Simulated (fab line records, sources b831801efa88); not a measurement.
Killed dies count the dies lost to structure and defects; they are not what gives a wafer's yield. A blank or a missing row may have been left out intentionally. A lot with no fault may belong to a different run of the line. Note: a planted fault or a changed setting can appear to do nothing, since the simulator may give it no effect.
2 desks, one fault    flow sky130    numbers are kept per desk, each desk with only its own; the story behind them comes last

== METROLOGY DESK ==
What the gauges read for every lot (on any tool): the sampled wafers with a number, averaged. A lot is out of limits, marked OUT, if its mean lies more than 4 standard deviations from the usual mean; the brackets give that distance.
Columns: A = PWDE_TW at SKY_PWDE_TW_MEAS_10, usual 373.1; B = VT_ADJUST_LVTN_OVL at SKY_VT_ADJUST_LVTN_OVL_MEAS_07, usual -0.3 nm
lot   first seen here  A      B
L931  day 4 04:00      371.6  -0.5
L932  day 4 09:44      372.2  0.8
L933  day 4 15:03      372.2  -0.2
L934  day 4 19:33      374.0  -2.2
L935  day 5 04:08      374.0  -0.9
L936  day 5 07:26      370.9  -1.0
L938  day 5 17:39      373.7  -1.5
L940  day 6 02:44      374.1  0.4
L945  day 7 14:55      371.6  -0.2
L950  day 8 19:13      374.0  -2.1
L951  day 8 20:45      373.3  0.2
L952  day 9 03:01      371.4  -0.1
L953  day 9 08:38      371.4  -0.9
This desk's finding: nothing out of limits on any of the 13 lots.

== THE TOOL OWNER'S DESK: implanter-02 ==
The tool's own readings at SKY_NWELL_IMPLANT_24: means of the sampled wafers that have a number, for each lot that ran on this tool. A lot is out of limits, marked OUT, if its mean lies more than 4 standard deviations from the usual mean; the brackets give that distance.
Columns: A = beam-energy-keV at SKY_NWELL_IMPLANT_24, usual 140.00
lot   first seen here  A
L931  day 5 14:32      140.05
L934  day 6 05:53      140.00
L935  day 6 15:28      140.02
L938  day 7 07:01      153.25 (+99 or more) OUT
L940  day 7 17:14      153.29 (+99 or more) OUT
Finding of this desk: L938, L940 out of limits; the first was L938 at day 7 07:01, on beam-energy-keV at SKY_NWELL_IMPLANT_24. L931, L934, L935 stayed within limits.

== BROUGHT TOGETHER ==
The tool owner's desk had the chance to raise an alarm at day 7 07:01 on L938, L940.
From the metrology desk's view, nothing was out of limits.
The metrology desk has L938, L940 on record, within its limits.
Of the lots named, all ran SKY_NWELL_IMPLANT_24 on implanter-02.

== WHAT THE SIMULATOR HAD PUT IN ==
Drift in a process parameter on implanter-02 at SKY_NWELL_IMPLANT_24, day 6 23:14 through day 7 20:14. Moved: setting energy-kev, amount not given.
Struck lots among those shown: L938, L940.
Time in hours from fault onset to the first out-of-limits reading at each desk: the tool owner's desk, 8.
